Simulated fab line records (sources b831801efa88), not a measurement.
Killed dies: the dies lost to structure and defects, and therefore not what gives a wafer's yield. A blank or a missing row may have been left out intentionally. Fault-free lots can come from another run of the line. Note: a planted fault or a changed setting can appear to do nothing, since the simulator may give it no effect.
2 desks, one fault ; flow sky130 ; each desk has only its own numbers; what lay behind them comes last

== AT THE METROLOGY DESK ==
Lot by lot, what the gauges showed, no matter which tool ran the lot: averages of those sampled wafers that carry a number. A lot is out of limits, marked OUT, if its mean lies more than 4 standard deviations from the usual mean; the brackets give that distance.
Columns: A = METAL2_OVL at SKY_METAL2_OVL_MEAS_16, usual 1 nm
lot;first seen here;A
L220;day 35 23:34;-3
L222;day 37 00:08;1
L223;day 37 00:24;-2
L224;day 37 10:56;-3
L227;day 39 00:41;6
L233;day 40 03:38;3
L234;day 40 13:37;4
L237;day 41 03:32;2
L238;day 41 09:11;4
L241;day 42 10:49;7
Finding of this desk: none of the 10 lots has anything out of limits.

== THE TOOL OWNER'S DESK: rie_metal-02 ==
The tool's own readings at SKY_METAL2_METAL_ETCH_19 (etches the open film in Cl2/BCl3, stops on SiO2, target depth 360 nm, time 78 s): means of the sampled wafers that have a number, for each lot that ran on this tool. A lot is out of limits, marked OUT, if its mean lies more than 4 standard deviations from the usual mean; the brackets give that distance.
Columns: A = chamber_pressure_mTorr at SKY_METAL2_METAL_ETCH_19, usual 10.001 mTorr; B = drypump_motor_current_A at SKY_METAL2_METAL_ETCH_19, usual 6.01 A; C = oes_product_au at SKY_METAL2_METAL_ETCH_19, usual 0.852 a.u.; D = rf_fwd_power_W at SKY_METAL2_METAL_ETCH_19, usual 893 W; E = throttle_valve_pct at SKY_METAL2_METAL_ETCH_19, usual 22.265 %
lot;first seen here;A;B;C;D;E
L220;day 35 23:42;9.994;5.85;0.861;896;22.252
L222;day 37 00:16;10.008;5.84;0.842;750 (-41) OUT;22.265
L224;day 37 11:04;9.999;5.95;0.843;752 (-40) OUT;22.265
L234;day 40 13:47;9.998;5.94;0.861;894;22.259
L238;day 41 09:20;10.000;5.84;0.847;891;22.262
This desk's verdict: out of limits on L222, L224, starting with L222 at day 37 00:16 (rf_fwd_power_W at SKY_METAL2_METAL_ETCH_19). L220, L234, L238 stayed within limits.

== BROUGHT TOGETHER ==
At day 37 00:16, on L222, L224, the tool owner's desk was in a position to raise an alarm.
Nothing out of limits was seen by the metrology desk.
The metrology desk has L222, L224 on record, within its limits.
On rie_metal-02, each named lot ran SKY_METAL2_METAL_ETCH_19.

== WHAT HAD BEEN PUT IN BY THE SIMULATOR ==
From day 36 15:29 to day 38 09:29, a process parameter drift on rie_metal-02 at SKY_METAL2_METAL_ETCH_19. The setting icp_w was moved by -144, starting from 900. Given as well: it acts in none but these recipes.
Struck lots among those shown: L222, L224.
Delay in hours, fault start to first out-of-limits reading, by desk: the tool owner's desk at 9.
